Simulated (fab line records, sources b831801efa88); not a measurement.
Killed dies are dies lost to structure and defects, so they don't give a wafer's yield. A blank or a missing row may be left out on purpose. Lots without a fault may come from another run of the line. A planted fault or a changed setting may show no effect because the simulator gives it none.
A struck lot beside a sound one | flow sky130 | 14 steps out of a route of 708
Sound: wafers L555.2, L555.4, L555.5. Struck: wafers L554.2, L554.3, L554.5. The cause comes at the end.
At each step with rows: each side's tool, then ch and its chambers, then its first start. Under that, the readings that differ: sound wafers | struck wafers | difference of the means | sigmas: that difference in standard deviations of wafers without a fault.
alike: readings whose means differ by less than 2 such deviations, and words and numbers that are the same on both sides. not compared: withheld readings, readings that some wafer has no value for, bounds like >300 that may hide the same value, and numbers for which the record gives no deviation and whose values overlap.
The two part at a step that has a row with sigmas, a row that says differs or no value, or rows on one side only. Numbers that don't overlap but have no deviation are shown without sigmas and don't part them. A reading that every wafer of one side lacks parts them only if that side has two wafers or more.

first, 2 steps without rows for these wafers: SKY_SALICIDE_CLEAN_00 (cleans in HF-last, time 30 s); SKY_LI_CONTACT_HDPCVD_00 (deposits PSG, target thk 930 nm, time 155 s).
SKY_LI_CONTACT_THK_MEAS_01:
  sound on film_metro-01, day 33 09:40; struck on film_metro-04, day 33 05:43
  alike: LI_CONTACT_HDPCVD_THK
SKY_LI_CONTACT_CMP_02: polishes PSG.
  sound on cmp-01 ch 0,2, day 33 10:01; struck on cmp-02 ch 0,2,3, day 33 05:49
  alike: motor_current_A, time_to_endpoint_s
SKY_LI_CONTACT_BOW_MEAS_03:
  sound on film_metro-03, day 33 10:17; struck on film_metro-03, day 33 06:05
  alike: LI_CONTACT_BOW
then, 7 steps without rows for these wafers: SKY_LI_CONTACT_DEHYDRATE_04 (time 60 s); SKY_LI_CONTACT_HMDS_05 (prime time 60 s); SKY_LI_CONTACT_COAT_06 (resist thk 60 nm); SKY_LI_CONTACT_COAT_07 (resist thk 450 nm); SKY_LI_CONTACT_SOFTBAKE_08 (time 90 s); SKY_LI_CONTACT_EXPOSE_09 (exposes mask LICM1, target cd 170 nm); SKY_LI_CONTACT_PEB_10.
SKY_LI_CONTACT_DEVELOP_11: develop time 60 s.
  sound on litho_track-02 ch 0, day 34 12:00; struck on litho_track-04, day 34 08:00
  no value came back on the struck wafers for chill_plate_temp_C (C), develop_time_s (s); on the sound wafers chill_plate_temp_C (C) reads 23.06 22.98 22.79
  reading                                           | sound             | struck            | difference | sigmas
  model.KrF-thick_of_LI_CONTACT_COAT_07.thk_nm (nm) | 436.5 435.9 438.1 | 449.5 450.2 447.9 | +12.4      |
SKY_LI_CONTACT_CD_MEAS_12: target cd 170 nm.
  sound on cd_sem-01, day 34 12:37; struck on cd_sem-01, day 34 09:15
  reading    | sound             | struck | difference                    | sigmas
  cd_nm (nm) | 170.8 170.2 171.9 | - - -  | no value on the struck wafers |

WHERE THEY PART
First at SKY_LI_CONTACT_DEVELOP_11; last, within this record, at SKY_LI_CONTACT_CD_MEAS_12.

WHY: what the simulator had put in
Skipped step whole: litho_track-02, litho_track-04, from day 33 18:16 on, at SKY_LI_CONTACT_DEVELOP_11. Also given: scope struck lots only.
